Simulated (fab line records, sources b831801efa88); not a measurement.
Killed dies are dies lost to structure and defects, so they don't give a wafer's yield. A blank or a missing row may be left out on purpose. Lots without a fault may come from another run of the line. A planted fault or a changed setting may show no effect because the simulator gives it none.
Chamber matching | flow sky130 | SKY_CONTACT_CLEAN_21 on wet_bench-01: 4 sister chambers
The step cleans in IPA, time 180 s. 4 wafers are shown with their chamber, then 8 later ones without.

WAFERS WITH THEIR CHAMBER
wafer  | chamber | temp_c (C)
L342.6 | 3       | 24.96
L345.6 | 0       | 24.88
L344.5 | 2       | 24.95
L350.1 | 1       | 25.05

WAFERS WITHOUT THEIR CHAMBER
wafer  | temp_c (C)
L350.5 | 25.11
L350.6 | 24.99
L354.1 | 24.92
L354.3 | 24.80
L354.4 | 24.98
L356.1 | 25.12
L356.3 | 25.04
L356.6 | 24.91

WHICH CHAMBER EACH WENT THROUGH
wafer  | from the rows above               | in truth
L350.5 | can't be placed: 1 or 3           | 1
L350.6 | can't be placed: 3 or 2 or 1 or 0 | 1
L354.1 | can't be placed: 2 or 3 or 0      | 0
L354.3 | can't be placed: 0 or 2 or 3      | 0
L354.4 | can't be placed: 3 or 2 or 1 or 0 | 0
L356.1 | can't be placed: 1 or 3           | 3
L356.3 | can't be placed: 1 or 3 or 2      | 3
L356.6 | can't be placed: 0 or 2 or 3      | 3
Placed correctly: 0 of 8. Can't be placed from these rows: 8 (the true chamber is among the candidates in 8). Placed wrongly: 0.
How it was worked out, from the rows above alone: a wafer's distance from a chamber is the root of the sum, over the readings, of the square of ((its reading less the chamber's mean) divided by the reading's scatter). The wafer belongs to the nearest chamber; if the next one is less than 2 further off, it can't be placed. A chamber's mean is the mean of its shown wafers. The scatter: with one shown wafer a chamber, the root of the mean of the squares of how far each hidden wafer lies from its nearest shown one.
